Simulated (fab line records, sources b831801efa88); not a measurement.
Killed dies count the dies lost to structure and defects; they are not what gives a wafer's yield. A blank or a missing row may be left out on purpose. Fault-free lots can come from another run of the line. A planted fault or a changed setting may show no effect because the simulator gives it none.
Which tool was responsible? -- flow sky130 -- 15 lots, 45 wafers sampled, at 2 steps of a route of 708

== WHAT EACH GAUGE READ, for each wafer ==
SKY_FIELD_ISO_BOW_MEAS_00. Usual: INCOMING_BOW typically reads 1 um, with standard deviation 6.9.
lot,measured,on,INCOMING_BOW (um),flag
L492,day 1 15:00,film-metro-03,2 2 -6,
L493,day 1 20:00,film-metro-03,-3 10 -7,
L494,day 2 01:00,film-metro-03,-5 1 -5,
L495,day 2 06:01,film-metro-03,1 -10 13,
L496,day 2 11:00,film-metro-03,-4 10 4,
L497,day 2 16:00,film-metro-04,7 8 10,
L500,day 3 07:00,film-metro-04,8 5 -2,
L501,day 3 12:01,film-metro-02,10 5 3,
L502,day 3 17:02,film-metro-04,-3 1 1,
L503,day 3 22:00,film-metro-04,-7 -9 0,
L504,day 4 03:01,film-metro-02,6 2 -8,
L506,day 4 13:00,film-metro-02,14 7 4,
L512,day 5 19:00,film-metro-04,-6 -2 -7,
L513,day 6 00:00,film-metro-03,-5 5 5,
L514,day 6 05:01,film-metro-03,6 15 12,

SKY_VT_ADJUST_HVTR_TW_MEAS_11. Usual: VT_ADJUST_HVTR_TW typically reads 210.4, with standard deviation 1.5.
lot,measured,on,VT_ADJUST_HVTR_TW,flag
L492,day 9 18:34,film-metro-03,211.1 210.3 211.2,
L493,day 10 05:14,film-metro-02,208.3 209.3 209.0,
L494,day 10 09:52,film-metro-01,210.6 210.3 209.5,
L495,day 10 11:26,film-metro-01,211.2 210.5 211.2,
L496,day 11 04:38,film-metro-03,210.9 209.8 210.1,
L497,day 11 09:23,film-metro-01,210.3 210.5 210.7,
L500,day 12 05:37,film-metro-01,210.4 209.1 209.0,
L501,day 12 10:31,film-metro-01,209.1 210.0 210.5,
L502,day 13 00:47,film-metro-02,209.2 209.1 209.8,
L503,day 13 01:58,film-metro-03,211.1 212.3 209.8,
L504,day 13 10:01,film-metro-01,210.4 210.5 211.2,
L506,day 14 07:17,film-metro-01,211.9 212.2 213.1,
L512,day 15 22:01,film-metro-01,213.5 213.5 211.4,
L513,day 16 03:37,film-metro-03,211.8 210.5 211.5,
L514,day 16 16:43,film-metro-03,209.3 210.6 211.3,

== EACH LOT AND THE TOOL THAT RAN IT (in order: tool; ch and the chambers of the sampled wafers; start) ==
There is no process step in the record ahead of these readings.

== WHAT THE TOOLS THEMSELVES READ (means of the sampled wafers that have a number; where no wafer has one, the mark that the record gives instead) ==
The record holds no such reading with a usual standard deviation.

== THE ANSWER, worked out from the rows above alone ==
Rule: lot off if the mean of its wafers having a number is beyond 3 standard deviations from the usual mean. A lot without any number at a reading at which 4 lots or more have one is off too. Where the step has rows for the other lots, those lots are counted as sound. First the gauges in route order, then the tools' own readings, where a lot's mean is used as printed above. At the first step where some lot is off, the reading lying furthest off is the one used; lots without a number count as furthest.
Across all readings shown, no lot is off: no conclusion can be drawn from this.

== WHAT HAD BEEN PUT IN BY THE SIMULATOR ==
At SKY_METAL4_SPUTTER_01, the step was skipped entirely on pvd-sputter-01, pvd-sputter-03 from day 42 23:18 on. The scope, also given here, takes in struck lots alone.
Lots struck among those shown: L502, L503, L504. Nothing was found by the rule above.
